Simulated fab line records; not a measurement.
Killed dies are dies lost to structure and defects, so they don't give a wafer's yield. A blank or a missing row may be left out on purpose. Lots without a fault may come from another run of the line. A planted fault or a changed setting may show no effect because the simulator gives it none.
A struck lot beside a sound one	flow sky130	21 out of 708 route steps
Sound: these wafers, L167.1, L167.3, L167.5. Wafers struck: L174.4, L174.5, L174.6. The cause is given at the end.
Order at every step that has rows: each side's tool, ch and its chambers, its first start. Under that, the readings that differ: sound wafers	struck wafers	difference of the means	sigmas: that difference in standard deviations of wafers without a fault.
alike: same words and numbers on both sides, and readings whose means sit less than 2 such deviations apart. not compared: any withheld reading, any reading some wafer has no value for, any bound like >300 that may hide the same value, and any number with overlapping values for which the record gives no deviation.
Wherever a step has rows on one side only, a row that says differs or no value, or a row with sigmas, the two part there. Numbers that don't overlap but have no deviation are shown without sigmas and don't part them. A reading that every wafer of one side lacks parts them only if that side has two wafers or more.

first, 4 steps without rows for these wafers: SKY_METAL3_STRIP_20 (strips in post etch residue remover, time 1200 s); SKY_METAL3_CLEAN_21 (cleans in IPA, time 180 s); SKY_METAL3_CLEAN_22 (cleans in O3/DIW); SKY_VIA3_HDPCVD_00 (deposits SiO2, target thk 1635 nm, time 272.5 s).
SKY_VIA3_THK_MEAS_01:
  sound on filmMetro-02, day 42 03:14; struck on filmMetro-03, day 43 20:43
reading	sound	struck	difference	sigmas
VIA3_HDPCVD_THK (nm)	1649 1631 1636	1617 1598 1580	-40	-2
SKY_VIA3_CMP_02: polishes SiO2.
  sound on cmp-01 ch 0,1,2, day 42 03:17; struck on cmp-01 ch 1,2, day 43 20:48
  alike: edgeZonePressureFrac, motorCurrentA
SKY_VIA3_BOW_MEAS_03:
  sound on filmMetro-01, day 42 03:35; struck on filmMetro-02, day 43 21:07
reading	sound	struck	difference	sigmas
VIA3_BOW (um)	81 89 79	65 70 53	-20	-2
then, 5 steps without rows for these wafers: SKY_VIA3_DEHYDRATE_04 (time 60 s); SKY_VIA3_HMDS_05 (prime time 60 s); SKY_VIA3_COAT_06 (resist thk 60 nm); SKY_VIA3_COAT_07 (resist thk 450 nm); SKY_VIA3_SOFTBAKE_08 (time 90 s).
SKY_VIA3_EXPOSE_09: exposes mask VIM3, target cd 200 nm.
  sound on krfScanner-02 ch 0, day 42 15:08; struck on krfScanner-01 ch 0, day 44 08:00
reading	sound	struck	difference	sigmas
exposureDoseMJCm2	38.01 38.00 37.96	39.20 39.21 39.20	+1.21	+23
  alike: mask
then, 2 steps without rows for these wafers: SKY_VIA3_PEB_10; SKY_VIA3_DEVELOP_11 (develop time 60 s).
SKY_VIA3_CD_MEAS_12: target cd 200 nm.
  sound on cdSem-02, day 43 03:01; struck on cdSem-02, day 44 19:04
reading	sound	struck	difference	sigmas
cdNm (nm)	198.8 199.2 199.7	189.8 175.2 186.8	-15.3	-13
SKY_VIA3_OVL_MEAS_13:
  sound on overlay-01, day 43 03:08; struck on overlay-02, day 44 19:09
  alike: VIA3_OVL
SKY_VIA3_ETCH_14: etches BARC in N2/H2, stops on SiO2, time 45.9 s, target depth 60 nm.
  sound on rieDiel-01 ch 0,1,2, day 43 03:10; struck on rieDiel-04 ch 0,1,2, day 44 19:10
reading	sound	struck	difference	sigmas
model.VIA3.cdNm (nm)	198.7 200.3 200.9	190.7 175.5 187.3	-15.5	
  alike: drypumpMotorCurrentA, oesProductAu, throttleValvePct
  not compared: rfHoursCounterH
SKY_VIA3_ETCH_15: etches SiO2 in C4F8/O2/Ar, stops on TiN, target depth 507 nm, time 78 s.
  sound on rieDiel-01 ch 0,1,2, day 43 03:13; struck on rieDiel-04 ch 0,1,2, day 44 19:13
reading	sound	struck	difference	sigmas
model.VIA3.cdNm (nm)	193.7 203.5 198.2	193.5 174.8 190.4	-12.2	
  alike: oesProductAu
  not compared: rfHoursCounterH
SKY_VIA3_STRIP_16: strips in O2/N2.
  sound on plasmaAsher-02 ch 0,1, day 43 03:16; struck on plasmaAsher-01 ch 0,1, day 44 19:19
  alike: drypumpMotorCurrentA, oesProductAu, stripTimeToEndpointS
  not compared: rfHoursCounterH
-- the record jumps here: 5 days lie between the struck wafers' starts before and after (it left off in module VIA3 and takes up again in module PAD_OPEN, whose first step shown is number 708 of the route) --
SKY_PAD_OPEN_PROBE_99:
  sound on prober-02, day 48 17:13; struck on prober-01, day 50 01:30
reading	sound	struck	difference	sigmas
killedShort	50 55 38	22 35 45	-14	-2
  alike: killed_at_M0_to_M3, killed_at_M4_up, killedAtContacts, killedAtFrontEnd, killedAtOther, killedDies, killedOnRim, killedOpen

WHERE THEY PART
At SKY_VIA3_THK_MEAS_01 first; at SKY_PAD_OPEN_PROBE_99 last (within this record only).

WHY: what the simulator had put in
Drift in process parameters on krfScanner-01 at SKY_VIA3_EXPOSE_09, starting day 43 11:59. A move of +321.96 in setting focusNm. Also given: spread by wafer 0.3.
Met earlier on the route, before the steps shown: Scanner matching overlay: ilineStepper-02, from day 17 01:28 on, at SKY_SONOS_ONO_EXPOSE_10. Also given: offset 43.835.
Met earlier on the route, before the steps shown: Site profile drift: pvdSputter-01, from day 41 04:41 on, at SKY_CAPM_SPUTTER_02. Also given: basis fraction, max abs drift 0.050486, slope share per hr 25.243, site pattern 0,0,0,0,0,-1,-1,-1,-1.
